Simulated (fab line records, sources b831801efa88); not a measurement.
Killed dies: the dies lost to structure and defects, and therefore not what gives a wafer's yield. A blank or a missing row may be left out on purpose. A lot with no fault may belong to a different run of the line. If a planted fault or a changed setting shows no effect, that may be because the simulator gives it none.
fab line records	flow sky130
record: lots: 24	wafers: 72	lastDay: 50
route steps=708 shown METAL1@451 METAL3@565 VIA3@597 CAP2M@606 METAL5@664
lots that met no fault: taken from a fault-free run of the same line
startH: hours from the record's first day to the start of the lot's first wafer shown	waitH: how many hours have passed since the lot's step before this one	" identical to the entry in the row above	L1.1+2: one row covering several wafers at once	- either no value or no given start	* or withheld: withheld	< > ~ a bound
route shown NAME@n: names a module that has steps shown in the file, with the first one's number in the route	usual: mean/standard deviation of fault-free wafers	same: alike in all rows	chamber/n: place in a boat	sites: the reading at each site	_std_site: how widely they spread, as a standard deviation	_edge_site: inner sites' mean taken away from outer sites' mean	radiusMm: for every site, how far away it sits from the centre of the wafer	mask NAME#n: copy n	behind: the tool/chamber that last shaped the wafer	hold: why the lot was held/for how many hours/how that ended	device: which transistor (n, p or np) failed to switch	end of line: at the end of the route, the tests of the same wafers	step lacking rows: just its recipe	killed: not the wafer's yield, but the dies lost to structure and defects at the first sort	map: a wafer's dies, marking killed ones x, the rest . and places with no die _
set.NAME: the setting as run; set.NAME@STEP: as run at that earlier step	model.NAME: the simulator's own value behind a step, which no gauge read
route steps across a sampled set of lots; one table per step, one row per wafer
services: a tool's chamber out of use, with start hour (startH, from the record's first day; less than 0 if before it), hours out, and reason
== steps ==
step: SKY_METAL1_DESCUM_17
recipe: chemistry: O2	sourcePowerW: 150	biasPowerW: 0	pressureMtorr: 10	tempC: 40	timeS: 8
usual: drypumpMotorCurrentA: 5.8/0.61	oesProductAu: 1.002/0.0079	rfFwdPowerW: 147.5/0.53
lot.wafer	tool	chamber	startH	waitH	drypumpMotorCurrentA	oesProductAu	rfFwdPowerW	rfHoursCounterH
L074.3	rieMetal-01	1	759.31	0.0	6.7	0.989	147.2	-
L074.4	"	0	"	"	6.1	1.004	147.2	-
L074.6	"	0	"	"	6.1	0.998	147.5	-
L075.2	rieMetal-02	1	771.75	0.0	6.1	0.994	148.1	1
L075.4	"	0	"	"	5.5	1.000	148.2	-
L075.5	"	0	"	"	5.6	0.996	148.3	-
L076.3	rieMetal-03	1	776.27	0.0	5.0	1.015	147.6	-
L076.5	"	0	"	"	5.2	1.004	147.3	-
L076.6	"	1	"	"	5.0	1.006	147.9	-
L077.1	rieMetal-02	0	784.16	0.0	5.5	1.012	148.2	3
L077.4	"	0	"	"	5.5	1.007	148.1	-
L077.6	"	0	"	"	5.5	1.007	148.1	-
L078.1	rieMetal-03	1	800.95	0.0	5.0	1.000	147.7	8
L078.3	"	1	"	"	5.0	1.006	147.7	-
L078.4	"	0	"	"	5.2	1.013	147.8	-
L079.1	rieMetal-01	1	806.76	0.0	6.6	0.986	147.2	1
L079.5	"	0	"	"	6.1	0.993	147.6	-
L079.6	"	1	"	"	6.6	0.996	146.9	-
L080.2	rieMetal-03	0	809.31	0.0	5.2	1.002	147.6	1
L080.3	"	1	"	"	5.0	1.014	147.0	-
L080.5	"	1	"	"	5.0	1.011	147.1	-
L081.2	rieMetal-01	1	823.05	0.0	6.6	0.991	147.9	2
L081.4	"	1	"	"	6.6	1.001	146.9	-
L081.5	"	1	"	"	6.6	0.995	146.8	-
L082.3	rieMetal-02	0	825.01	0.0	5.6	0.999	148.2	-
L082.4	"	1	"	"	6.2	0.997	148.3	-
L082.6	"	0	"	"	5.5	1.012	147.8	-
L083.3	rieMetal-01	0	830.01	0.0	6.1	0.997	147.9	-
L083.5	"	1	"	"	6.6	0.997	147.2	-
L083.6	"	0	"	"	6.1	0.994	148.4	-
L084.2	rieMetal-02	1	847.95	0.0	6.1	1.006	148.2	4
L084.3	"	1	"	"	6.1	0.996	149.0	-
L084.6	"	0	"	"	5.6	1.005	147.3	-
L085.1	rieMetal-01	1	849.10	0.0	6.6	1.008	147.2	3
L085.5	"	1	"	"	6.6	0.999	147.4	-
L085.6	"	0	"	"	6.1	0.996	147.6	-
L086.1	rieMetal-02	0	858.20	0.0	5.5	1.003	147.5	6
L086.4	"	0	"	"	5.6	1.001	148.1	-
L086.5	"	1	"	"	6.1	0.995	147.6	-
L087.2	rieMetal-01	0	863.21	0.0	6.1	1.003	148.2	16
L087.3	"	1	"	"	6.6	1.006	146.4	-
L087.6	"	0	"	"	6.1	0.988	148.0	-
L088.3	rieMetal-03	1	865.32	0.0	5.0	1.007	148.1	-
L088.5	"	0	"	"	5.2	1.011	147.3	-
L088.6	"	1	"	"	5.0	1.010	147.8	-
L089.3	rieMetal-03	1	876.06	0.0	5.0	1.010	147.2	-
L089.5	"	0	"	"	5.2	0.999	146.7	-
L089.6	"	1	"	"	5.0	1.009	147.4	-
L090.1	rieMetal-01	1	884.50	0.0	6.6	1.002	147.6	4
L090.4	"	0	"	"	6.1	1.007	147.5	-
L090.5	"	1	"	"	6.6	0.994	146.9	-
L091.1	rieMetal-03	1	899.66	0.0	5.0	1.013	148.1	12
L091.2	"	0	"	"	5.2	1.002	147.6	5
L091.4	"	0	"	"	5.2	0.995	147.1	-
L092.2	rieMetal-01	1	908.76	0.0	6.6	1.003	147.1	-
L092.4	"	1	"	"	6.6	1.007	147.2	-
L092.6	"	1	"	"	6.6	0.998	146.6	-
L093.1	rieMetal-03	1	910.90	0.0	5.0	1.007	147.7	12
L093.2	"	0	"	"	5.2	1.005	147.6	5
L093.6	"	1	"	"	5.0	1.013	147.9	-
L094.1	rieMetal-03	0	914.56	0.0	5.2	1.011	147.5	5
L094.3	"	1	"	"	5.0	1.017	147.3	-
L094.6	"	1	"	"	5.0	1.008	147.3	-
L095.1	rieMetal-01	1	914.91	0.0	6.6	0.993	147.2	6
L095.4	"	1	"	"	6.6	0.988	147.1	-
L095.6	"	1	"	"	6.6	0.990	147.4	-
L096.1	rieMetal-03	1	919.00	0.0	5.0	1.006	147.7	12
L096.2	"	0	"	"	5.2	1.000	147.3	6
L096.3	"	1	"	"	5.0	0.998	147.4	-
L097.2	rieMetal-02	1	925.36	0.0	6.1	1.013	147.2	7
L097.5	"	1	"	"	6.1	1.005	147.9	-
L097.6	"	0	"	"	5.6	1.002	147.2	-
step: SKY_METAL3_DESCUM_15
recipe: chemistry: O2	sourcePowerW: 150	biasPowerW: 0	pressureMtorr: 10	tempC: 40	timeS: 8
usual: drypumpMotorCurrentA: 5.6/0.5	oesProductAu: 1.004/0.0067	rfFwdPowerW: 147.4/0.81
lot.wafer	tool	chamber	startH	waitH	drypumpMotorCurrentA	oesProductAu	rfFwdPowerW	rfHoursCounterH
L074.3	rieMetal-04	1	895.92	0.0	5.7	0.996	146.5	-
L074.4	"	0	"	"	6.3	1.005	148.0	-
L074.6	"	1	"	"	5.7	0.998	145.9	-
L075.2	rieMetal-04	0	908.35	0.0	6.3	1.008	146.6	7
L075.4	"	1	"	"	5.7	1.001	146.1	-
L075.5	"	0	"	"	6.3	1.001	147.4	-
L076.3	rieMetal-04	0	914.61	0.0	6.3	0.998	147.8	-
L076.5	"	0	"	"	6.4	1.013	148.7	-
L076.6	"	1	"	"	5.7	0.990	146.2	-
L077.1	rieMetal-04	0	919.86	0.0	6.4	1.005	148.6	8
L077.4	"	0	"	"	6.3	1.001	147.5	-
L077.6	"	0	"	"	6.3	1.010	147.6	-
L078.1	rieMetal-04	0	936.48	0.0	6.3	0.998	148.0	9
L078.3	"	1	"	"	5.7	1.001	145.9	-
L078.4	"	0	"	"	6.3	0.996	147.9	-
L079.1	rieMetal-04	1	940.50	0.0	5.7	0.995	146.0	5
L079.5	"	0	"	"	6.3	1.008	147.2	-
L079.6	"	1	"	"	5.7	1.005	146.5	-
L080.2	rieMetal-03	1	944.26	0.0	5.0	1.010	147.8	13
L080.3	"	0	"	"	5.2	1.012	147.1	-
L080.5	"	0	"	"	5.2	1.010	146.6	-
L081.2	rieMetal-04	1	956.61	0.0	5.7	1.000	146.2	6
L081.4	"	0	"	"	6.3	1.009	148.7	-
L081.5	"	1	"	"	5.7	1.002	146.1	-
L082.3	rieMetal-03	1	957.67	0.0	5.0	1.015	147.2	-
L082.4	"	1	"	"	5.0	1.012	147.0	-
L082.6	"	1	"	"	5.0	1.011	147.7	-
L083.3	rieMetal-03	1	962.55	0.0	5.0	1.005	147.8	-
L083.5	"	0	"	"	5.2	1.016	146.8	-
L083.6	"	1	"	"	5.0	1.006	147.7	-
L084.2	rieMetal-03	1	977.40	0.0	5.0	1.004	146.6	15
L084.3	"	1	"	"	5.0	1.006	147.2	-
L084.6	"	1	"	"	5.0	1.006	146.8	-
L085.1	rieMetal-03	0	980.18	0.0	5.2	1.005	147.1	8
L085.5	"	0	"	"	5.2	1.011	146.8	-
L085.6	"	1	"	"	5.0	1.013	148.0	-
L086.1	rieMetal-02	1	989.26	0.0	6.1	0.991	147.8	11
L086.4	"	1	"	"	6.1	1.000	147.8	-
L086.5	"	1	"	"	6.1	1.001	147.7	-
L087.2	rieMetal-03	0	992.68	0.0	5.2	0.999	147.5	9
L087.3	"	1	"	"	5.0	1.007	147.2	-
L087.6	"	0	"	"	5.2	1.009	147.2	-
L088.3	rieMetal-04	0	995.81	0.0	6.3	1.002	148.3	-
L088.5	"	0	"	"	6.3	1.006	148.7	-
L088.6	"	1	"	"	5.7	0.996	145.9	-
L089.3	rieMetal-02	1	1003.55	0.0	6.2	0.990	148.5	-
L089.5	"	0	"	"	5.5	1.003	147.5	-
L089.6	"	1	"	"	6.1	0.998	148.2	-
L090.1	rieMetal-02	0	1014.16	0.0	5.6	1.001	148.1	14
L090.4	"	0	"	"	5.5	1.000	147.5	-
L090.5	"	0	"	"	5.6	1.013	147.1	-
L091.1	rieMetal-02	1	1026.71	0.0	6.1	0.989	148.0	13
L091.2	"	0	"	"	5.5	1.008	148.1	14
L091.4	"	0	"	"	5.5	0.999	147.9	-
L092.2	rieMetal-02	1	1035.09	0.0	6.1	1.000	148.2	14
L092.4	"	0	"	"	5.6	1.011	148.3	-
L092.6	"	0	"	"	5.6	1.001	147.3	-
L093.1	rieMetal-03	0	1038.29	0.0	5.2	1.012	147.2	11
L093.2	"	1	"	"	5.0	1.007	147.7	18
L093.6	"	0	"	"	5.2	1.012	147.5	-
L094.1	rieMetal-03	0	1040.55	0.0	5.2	1.001	147.7	11
L094.3	"	0	"	"	5.2	1.017	147.1	-
L094.6	"	0	"	"	5.2	1.009	147.4	-
L095.1	rieMetal-03	1	1041.20	0.0	5.0	1.007	147.6	19
L095.4	"	0	"	"	5.2	1.015	147.2	-
L095.6	"	0	"	"	5.2	1.023	147.2	-
L096.1	rieMetal-04	1	1045.45	0.0	5.7	0.997	148.1	12
L096.2	"	0	"	"	6.3	1.010	147.5	16
L096.3	"	1	"	"	5.7	1.004	146.5	-
L097.2	rieMetal-04	0	1048.95	0.0	6.3	1.006	147.8	16
L097.5	"	1	"	"	5.7	1.009	146.6	-
L097.6	"	0	"	"	6.3	1.015	147.5	-
step: SKY_VIA3_CMP_24
recipe: stopOn: SiO2	tOverpolishS: 20	downForcePsi: 3.5	platenRpm: 60	targetThkNm: 0	padVelocityMS: 0.94248
usual: motorCurrentA: 10.5/1.5	overpolishRunS: 19.999/0.0091	platenRpm: 60.00/0.047	retainingRingPressureFrac: 1.000/0.0053	timeToEndpointS: 94.7/2.8
lot.wafer	tool	chamber	startH	waitH	motorCurrentA	overpolishRunS	platenRpm	retainingRingPressureFrac	timeToEndpointS
L074.3	cmp-02	1	923.51	0.0	10.7	19.997	59.96	1.008	97.6
L074.4	"	2	"	"	13.2	19.996	60.11	0.988	90.6
L074.6	"	1	"	"	11.4	19.991	59.99	1.004	97.4
L075.2	cmp-01	1	936.13	0.1	11.5	19.994	59.93	1.004	90.6
L075.4	"	2	"	"	12.1	20.000	59.95	0.996	96.3
L075.5	"	0	"	"	8.6	19.993	59.95	0.992	92.4
L076.3	cmp-02	0	941.65	0.2	8.1	20.009	59.97	0.996	94.4
L076.5	"	1	"	"	10.9	20.006	59.94	1.006	102.8
L076.6	"	2	"	"	11.7	19.992	59.95	0.996	93.3
L077.1	cmp-02	3	947.34	0.1	10.6	20.018	60.03	1.002	91.9
L077.4	"	1	"	"	10.8	20.005	60.00	1.000	95.1
L077.6	"	0	"	"	8.7	19.998	59.96	0.996	92.2
L078.1	cmp-01	1	962.86	0.1	10.4	19.988	60.04	0.996	91.7
L078.4	"	2	"	"	12.5	19.991	59.96	0.999	95.5
L078.3	"	0	"	"	8.8	20.008	59.99	0.995	90.6
L079.1	cmp-02	3	967.27	0.1	10.6	19.999	60.01	1.006	93.9
L079.6	"	2	"	"	12.3	20.004	60.02	1.001	92.6
L079.5	"	3	"	"	10.7	19.998	59.97	0.995	96.9
L080.2	cmp-01	0	970.93	0.1	8.6	19.998	59.97	1.002	90.9
L080.3	"	1	"	"	11.0	19.995	60.04	0.989	92.7
L080.5	"	2	"	"	11.8	20.003	60.01	0.998	96.5
L081.2	cmp-02	2	983.07	0.1	12.3	20.017	60.06	1.006	93.4
L081.4	"	3	"	"	10.3	20.000	60.01	1.001	94.6
L081.5	"	0	"	"	8.0	19.993	60.01	0.995	97.7
L082.3	cmp-01	3	984.62	0.0	9.6	19.993	59.98	1.001	93.8
L082.4	"	1	"	"	10.8	19.990	59.92	1.003	99.1
L082.6	"	0	"	"	8.3	20.001	60.01	1.002	91.7
L083.3	cmp-01	1	990.12	0.2	10.7	19.984	60.04	1.006	88.0
L083.5	"	2	"	"	11.7	20.007	59.99	1.002	92.3
L083.6	"	3	"	"	9.7	19.999	60.03	0.999	91.6
L084.3	cmp-02	1	1003.44	0.0	11.1	20.003	60.06	0.993	96.6
L084.2	"	2	"	"	12.8	20.011	60.04	0.999	93.0
L084.6	"	1	"	"	11.0	19.989	60.04	1.002	95.7
L085.1	cmp-02	0	1006.01	0.1	8.2	19.983	60.01	1.003	95.1
L085.6	"	0	"	"	8.3	20.015	60.00	1.008	93.6
L085.5	"	1	"	"	10.7	19.997	60.05	1.003	93.9
L086.4	cmp-02	1	1015.66	0.0	11.4	20.009	59.99	1.005	100.9
L086.1	"	2	"	"	12.3	20.002	60.12	0.996	92.9
L086.5	"	2	"	"	12.5	19.998	60.00	1.002	94.0
L087.2	cmp-02	0	1018.64	0.1	8.4	20.004	59.98	1.005	98.8
L087.3	"	2	"	"	12.6	20.010	60.09	1.003	94.0
L087.6	"	3	"	"	10.2	19.990	59.97	1.003	92.6
L088.3	cmp-02	2	1021.97	0.1	12.0	20.000	60.04	1.008	91.1
L088.6	"	1	"	"	11.1	19.998	60.06	1.000	98.4
L088.5	"	2	"	"	12.9	20.002	60.04	0.996	91.8
L089.3	cmp-02	0	1029.99	0.2	8.0	20.008	60.02	1.006	99.9
L089.5	"	1	"	"	11.3	20.014	59.94	0.997	97.9
L089.6	"	2	"	"	12.6	20.002	59.98	1.002	92.7
L090.4	cmp-02	0	1040.22	0.1	8.0	20.012	59.95	0.998	93.0
L090.1	"	2	"	"	12.6	19.999	59.97	0.997	96.1
L090.5	"	3	"	"	10.7	20.003	60.05	0.998	92.6
L091.4	cmp-02	0	1051.77	0.0	8.6	19.995	60.01	1.003	94.1
L091.2	"	1	"	"	10.5	19.977	60.16	0.997	93.0
L091.1	"	2	"	"	12.7	20.012	60.02	0.998	93.9
L092.2	cmp-02	1	1059.82	0.2	10.8	19.997	60.02	0.997	97.5
L092.4	"	2	"	"	12.5	20.004	60.01	0.993	94.9
L092.6	"	1	"	"	10.8	19.988	60.02	1.005	101.0
L093.1	cmp-02	3	1063.04	0.4	11.2	20.018	60.01	1.008	94.3
L093.2	"	1	"	"	10.9	20.005	60.04	1.006	100.1
L093.6	"	3	"	"	10.0	19.989	59.98	1.007	96.9
L094.3	cmp-02	3	1065.17	0.1	9.8	20.010	59.91	1.002	97.1
L094.1	"	1	"	"	10.5	19.993	60.01	0.990	97.8
L094.6	"	2	"	"	12.2	19.988	59.92	0.990	96.2
L095.1	cmp-02	1	1066.92	0.9	10.5	20.000	60.01	0.993	93.1
L095.4	"	0	"	"	8.1	20.009	59.95	1.002	93.1
L095.6	"	1	"	"	11.0	19.993	59.95	0.988	96.2
L096.1	cmp-01	3	1070.37	0.1	9.8	20.002	60.07	1.012	95.2
L096.3	"	0	"	"	8.9	20.020	60.00	0.997	94.9
L096.2	"	1	"	"	10.6	19.994	60.10	0.993	96.1
L097.2	cmp-01	3	1073.26	0.2	9.6	20.004	59.99	1.004	90.3
L097.5	"	0	"	"	8.7	20.017	60.02	0.996	94.5
L097.6	"	1	"	"	11.0	19.994	59.93	1.000	91.1
step: SKY_CAP2M_RS_MEAS_03
recipe: thkMeasGauge: four-point-probe	reads: TiN_of_CAP2M_SPUTTER_02
usual: CAP2M_TIN_RS: 6.94/0.076
lot.wafer	tool	chamber	startH	waitH	CAP2M_TIN_RS[ohm/sq]
L074.3	filmMetro-01	-	924.20	0.1	6.85
L074.4	"	-	"	"	6.95
L074.6	"	-	"	"	6.88
L075.2	filmMetro-01	-	936.75	0.1	6.79
L075.4	"	-	"	"	6.86
L075.5	"	-	"	"	6.86
L076.3	filmMetro-04	-	942.19	0.1	6.82
L076.5	"	-	"	"	6.85
L076.6	"	-	"	"	6.84
L077.1	filmMetro-01	-	948.03	0.1	6.98
L077.4	"	-	"	"	6.98
L077.6	"	-	"	"	6.95
L078.1	filmMetro-04	-	963.50	0.1	6.94
L078.3	"	-	"	"	6.89
L078.4	"	-	"	"	6.83
L079.1	filmMetro-04	-	967.87	0.1	7.04
L079.5	"	-	"	"	7.05
L079.6	"	-	"	"	6.95
L080.2	filmMetro-04	-	971.49	0.1	6.80
L080.3	"	-	"	"	6.78
L080.5	"	-	"	"	6.76
L081.2	filmMetro-04	-	983.64	0.1	6.96
L081.4	"	-	"	"	6.85
L081.5	"	-	"	"	6.87
L082.3	filmMetro-04	-	985.30	0.1	7.07
L082.4	"	-	"	"	7.08
L082.6	"	-	"	"	7.11
L083.3	filmMetro-04	-	990.66	0.1	7.07
L083.5	"	-	"	"	7.09
L083.6	"	-	"	"	6.99
L084.2	filmMetro-03	-	1004.11	0.1	6.93
L084.3	"	-	"	"	6.98
L084.6	"	-	"	"	7.01
L085.1	filmMetro-01	-	1006.65	0.1	7.00
L085.5	"	-	"	"	6.97
L085.6	"	-	"	"	7.02
L086.1	filmMetro-04	-	1016.30	0.1	7.08
L086.4	"	-	"	"	6.97
L086.5	"	-	"	"	6.98
L087.2	filmMetro-01	-	1019.25	0.1	6.85
L087.3	"	-	"	"	6.89
L087.6	"	-	"	"	6.87
L088.3	filmMetro-04	-	1022.60	0.1	7.04
L088.5	"	-	"	"	6.95
L088.6	"	-	"	"	7.01
L089.3	filmMetro-04	-	1030.52	0.1	6.90
L089.5	"	-	"	"	6.98
L089.6	"	-	"	"	6.97
L090.1	filmMetro-04	-	1040.81	0.1	7.00
L090.4	"	-	"	"	6.99
L090.5	"	-	"	"	6.97
L091.1	filmMetro-04	-	1052.42	0.1	6.93
L091.2	"	-	"	"	6.95
L091.4	"	-	"	"	6.95
L092.2	filmMetro-03	-	1060.49	0.1	6.98
L092.4	"	-	"	"	7.08
L092.6	"	-	"	"	7.05
L093.1	filmMetro-04	-	1063.63	0.1	7.02
L093.2	"	-	"	"	7.00
L093.6	"	-	"	"	7.08
L094.1	filmMetro-01	-	1065.77	0.1	6.99
L094.3	"	-	"	"	6.97
L094.6	"	-	"	"	6.91
L095.1	filmMetro-03	-	1067.57	0.1	6.90
L095.4	"	-	"	"	6.87
L095.6	"	-	"	"	6.84
L096.1	filmMetro-03	-	1071.02	0.1	6.86
L096.2	"	-	"	"	6.93
L096.3	"	-	"	"	6.84
L097.2	filmMetro-03	-	1073.78	0.1	6.87
L097.5	"	-	"	"	6.88
L097.6	"	-	"	"	6.84
step: SKY_CAP2M_METAL_ETCH_13
recipe: targetDepthNm: 220	stopOn: SiO2	chemistry: Cl2/BCl3	target: TiN	pressureMtorr: 10	icpW: 900	biasW: 48.5	Cl2_flow_sccm: 60	bcl3FlowSccm: 30	timeS: 62.9
usual: drypumpMotorCurrentA: 5.7/0.6	mfcCl2Sccm: 60.02/0.16	oesProductAu: 0.938/0.0081	rfFwdPowerW: 895/3.2	throttleValvePct: 21.904/0.01
lot.wafer	tool	chamber	startH	waitH	drypumpMotorCurrentA	mfcCl2Sccm	oesProductAu	rfFwdPowerW	rfHoursCounterH	throttleValvePct
L074.3	rieMetal-02	0	948.81	0.0	5.6	60.31	0.943	891	-	21.896
L074.4	"	1	"	"	6.2	59.96	0.935	899	-	21.908
L074.6	"	0	"	"	5.6	59.94	0.944	894	-	21.903
L075.2	rieMetal-02	1	960.98	0.0	6.1	59.62	0.954	890	9	21.896
L075.4	"	1	"	"	6.1	59.80	0.950	887	-	21.907
L075.5	"	0	"	"	5.5	60.31	0.951	900	-	21.904
L076.3	rieMetal-03	1	965.71	0.0	5.0	59.72	0.951	898	-	21.895
L076.5	"	1	"	"	5.0	59.95	0.945	897	-	21.898
L076.6	"	0	"	"	5.2	60.18	0.946	897	-	21.894
L077.1	rieMetal-03	1	972.51	0.0	5.0	60.19	0.934	895	15	21.927
L077.4	"	1	"	"	5.0	59.96	0.945	895	-	21.904
L077.6	"	1	"	"	5.0	60.08	0.942	893	-	21.896
L078.1	rieMetal-03	0	987.72	0.0	5.2	59.97	0.934	890	8	21.898
L078.3	"	0	"	"	5.2	59.97	0.945	893	-	21.909
L078.4	"	1	"	"	5.0	59.90	0.946	900	-	21.904
L079.1	rieMetal-02	0	991.93	0.0	5.6	60.10	0.937	893	13	21.917
L079.5	"	0	"	"	5.6	60.24	0.931	896	-	21.905
L079.6	"	1	"	"	6.2	60.16	0.929	897	-	21.911
L080.2	rieMetal-02	0	995.33	0.0	5.5	59.97	0.948	891	13	21.891
L080.3	"	1	"	"	6.1	59.86	0.947	895	-	21.903
L080.5	"	1	"	"	6.1	60.01	0.960	894	-	21.895
L081.2	rieMetal-01	0	1007.07	0.0	6.1	60.11	0.953	896	3	21.884
L081.4	"	0	"	"	6.1	60.08	0.944	896	-	21.883
L081.5	"	1	"	"	6.6	59.74	0.945	893	-	21.901
L082.3	rieMetal-03	0	1009.16	0.0	5.2	60.01	0.931	892	-	21.925
L082.4	"	1	"	"	5.0	59.96	0.926	896	-	21.920
L082.6	"	0	"	"	5.2	60.06	0.930	889	-	21.917
L083.3	rieMetal-01	0	1014.11	0.0	6.1	59.97	0.922	893	-	21.914
L083.5	"	0	"	"	6.1	59.90	0.931	898	-	21.925
L083.6	"	1	"	"	6.6	59.98	0.933	896	-	21.908
L084.2	rieMetal-01	1	1026.88	0.0	6.6	59.99	0.939	893	13	21.901
L084.3	"	0	"	"	6.1	60.17	0.933	895	-	21.899
L084.6	"	0	"	"	6.1	60.14	0.935	895	-	21.907
L085.1	rieMetal-03	1	1029.87	0.0	5.0	59.91	0.931	892	18	21.897
L085.5	"	0	"	"	5.2	60.29	0.946	895	-	21.892
L085.6	"	1	"	"	5.0	60.06	0.930	897	-	21.900
L086.1	rieMetal-03	0	1039.27	0.0	5.2	59.86	0.935	894	11	21.901
L086.4	"	0	"	"	5.2	60.03	0.934	897	-	21.897
L086.5	"	0	"	"	5.2	60.12	0.941	894	-	21.903
L087.2	rieMetal-01	1	1041.97	0.0	6.6	59.87	0.939	890	14	21.889
L087.3	"	0	"	"	6.1	60.04	0.942	897	-	21.895
L087.6	"	1	"	"	6.6	59.77	0.939	892	-	21.910
L088.3	rieMetal-02	1	1044.89	0.0	6.1	59.94	0.926	900	-	21.903
L088.5	"	0	"	"	5.5	59.84	0.931	893	-	21.906
L088.6	"	1	"	"	6.1	59.95	0.935	894	-	21.897
L089.3	rieMetal-03	0	1052.09	0.0	5.2	59.88	0.941	894	-	21.908
L089.5	"	1	"	"	5.0	60.18	0.941	894	-	21.904
L089.6	"	0	"	"	5.2	60.11	0.944	896	-	21.907
L090.1	rieMetal-01	0	1062.37	0.0	6.1	60.08	0.932	891	7	21.908
L090.4	"	0	"	"	6.1	60.12	0.937	889	-	21.923
L090.5	"	0	"	"	6.1	59.88	0.935	896	-	21.900
L091.1	rieMetal-01	0	1073.13	0.0	6.1	60.04	0.946	894	8	21.889
L091.2	"	1	"	"	6.6	59.79	0.934	892	16	21.903
L091.4	"	1	"	"	6.6	60.27	0.939	891	-	21.910
L092.2	rieMetal-01	0	1081.23	0.0	6.1	60.16	0.929	888	8	21.899
L092.4	"	1	"	"	6.6	60.07	0.923	894	-	21.920
L092.6	"	0	"	"	6.1	59.87	0.930	890	-	21.902
L093.1	rieMetal-03	0	1084.43	0.0	5.2	59.97	0.926	894	14	21.910
L093.2	"	1	"	"	5.0	60.01	0.933	904	21	21.907
L093.6	"	0	"	"	5.2	59.96	0.927	889	-	21.916
L094.1	rieMetal-03	1	1086.42	0.0	5.0	60.19	0.925	893	21	21.888
L094.3	"	0	"	"	5.2	60.09	0.935	898	-	21.913
L094.6	"	1	"	"	5.0	60.17	0.941	893	-	21.887
L095.1	rieMetal-01	1	1087.87	0.0	6.6	59.89	0.945	891	17	21.900
L095.4	"	1	"	"	6.6	60.06	0.947	897	-	21.903
L095.6	"	0	"	"	6.1	59.80	0.941	892	-	21.901
L096.1	rieMetal-03	0	1091.62	0.0	5.2	60.21	0.957	896	14	21.896
L096.2	"	1	"	"	5.0	60.19	0.934	893	22	21.922
L096.3	"	0	"	"	5.2	60.26	0.945	894	-	21.898
L097.2	rieMetal-03	0	1094.22	0.0	5.2	59.74	0.951	892	15	21.907
L097.5	"	0	"	"	5.2	59.75	0.946	894	-	21.890
L097.6	"	1	"	"	5.0	59.92	0.939	900	-	21.893
step: SKY_METAL5_SPUTTER_03
recipe: material: Ti	targetThkNm: 5	powerW: 3000	timeS: 3.3	chamberPressurePa: 0.4
usual: throttleValvePct: 29.8/1.3
lot.wafer	tool	chamber	startH	waitH	throttleValvePct
L074.3	pvdSputter-04	-	1000.37	0.0	28.5
L074.4	"	-	"	"	28.5
L074.6	"	-	"	"	28.9
L075.2	pvdSputter-04	-	1012.87	0.0	29.7
L075.4	"	-	"	"	29.9
L075.5	"	-	"	"	30.0
L076.3	pvdSputter-04	-	1016.80	0.0	28.6
L076.5	"	-	"	"	28.4
L076.6	"	-	"	"	30.2
L077.1	pvdSputter-03	-	1023.99	0.0	29.5
L077.4	"	-	"	"	30.4
L077.6	"	-	"	"	30.1
L078.1	pvdSputter-03	-	1038.92	0.0	29.4
L078.3	"	-	"	"	28.3
L078.4	"	-	"	"	29.0
L079.1	pvdSputter-02	-	1042.60	0.0	31.8
L079.5	"	-	"	"	32.8
L079.6	"	-	"	"	30.7
L080.2	pvdSputter-04	-	1046.87	0.0	29.4
L080.3	"	-	"	"	29.9
L080.5	"	-	"	"	28.5
L081.2	pvdSputter-04	-	1055.40	0.0	28.2
L081.4	"	-	"	"	30.0
L081.5	"	-	"	"	27.9
L082.3	pvdSputter-04	-	1056.63	0.0	28.2
L082.4	"	-	"	"	29.6
L082.6	"	-	"	"	29.9
L083.3	pvdSputter-02	-	1062.78	0.0	30.5
L083.5	"	-	"	"	32.7
L083.6	"	-	"	"	30.4
L084.2	pvdSputter-04	-	1074.94	0.0	30.2
L084.3	"	-	"	"	28.5
L084.6	"	-	"	"	30.3
L085.1	pvdSputter-04	-	1076.21	0.0	29.5
L085.5	"	-	"	"	29.7
L085.6	"	-	"	"	28.4
L086.1	pvdSputter-04	-	1086.02	0.0	29.7
L086.4	"	-	"	"	28.5
L086.5	"	-	"	"	30.0
L087.2	pvdSputter-04	-	1088.15	0.0	30.1
L087.3	"	-	"	"	28.3
L087.6	"	-	"	"	29.9
L088.3	pvdSputter-02	-	1090.75	0.0	30.6
L088.5	"	-	"	"	30.6
L088.6	"	-	"	"	32.8
L089.3	pvdSputter-02	-	1098.25	0.0	32.9
L089.5	"	-	"	"	30.4
L089.6	"	-	"	"	29.4
L090.1	pvdSputter-04	-	1107.24	0.0	29.6
L090.4	"	-	"	"	29.7
L090.5	"	-	"	"	28.4
L091.1	pvdSputter-04	-	1117.78	0.0	30.1
L091.2	"	-	"	"	29.9
L091.4	"	-	"	"	28.4
L092.2	pvdSputter-03	-	1125.75	0.0	28.6
L092.4	"	-	"	"	29.0
L092.6	"	-	"	"	30.2
L093.1	pvdSputter-02	-	1128.09	0.1	31.7
L093.2	"	-	"	"	32.7
L093.6	"	-	"	"	30.4
L094.1	pvdSputter-04	-	1130.36	0.0	29.5
L094.3	"	-	"	"	28.6
L094.6	"	-	"	"	30.0
L095.1	pvdSputter-04	-	1131.51	0.0	28.7
L095.4	"	-	"	"	28.4
L095.6	"	-	"	"	28.4
L096.1	pvdSputter-02	-	1135.38	0.0	31.5
L096.2	"	-	"	"	30.5
L096.3	"	-	"	"	29.6
L097.2	pvdSputter-02	-	1138.06	0.0	29.5
L097.5	"	-	"	"	31.6
L097.6	"	-	"	"	29.1
== services ==
tool	chamber	startH	hours	kind
cmp-02	-	743.37	33.0	repair
cmp-02	-	749.54	1.4	repair
cmp-02	-	776.42	4.0	pm
cmp-02	-	780.72	9.0	pm
cmp-02	-	786.88	0.6	repair
rieMetal-01	-	796.05	4.3	pm
cmp-02	-	802.63	0.2	repair
rieMetal-04	-	805.07	0.4	repair
cmp-02	-	820.30	1.1	repair
cmp-02	-	829.77	7.2	repair
rieMetal-03	-	858.04	2.8	pm
cmp-02	-	866.59	2.9	repair
rieMetal-01	0	891.67	41.1	repair
rieMetal-03	0	952.16	6.0	repair
pvdSputter-04	-	1001.35	0.5	repair
cmp-02	-	1023.99	4.0	repair
rieMetal-01	-	1055.53	2.4	repair
cmp-02	-	1072.67	3.4	repair
pvdSputter-04	-	1084.03	1.7	repair
cmp-02	-	1093.81	4.0	pm
rieMetal-04	-	1094.69	0.5	repair
cmp-02	-	1108.20	3.8	repair
cmp-02	-	1112.01	7.0	pm
cmp-02	-	1123.14	7.0	pm
== key ==
fault none
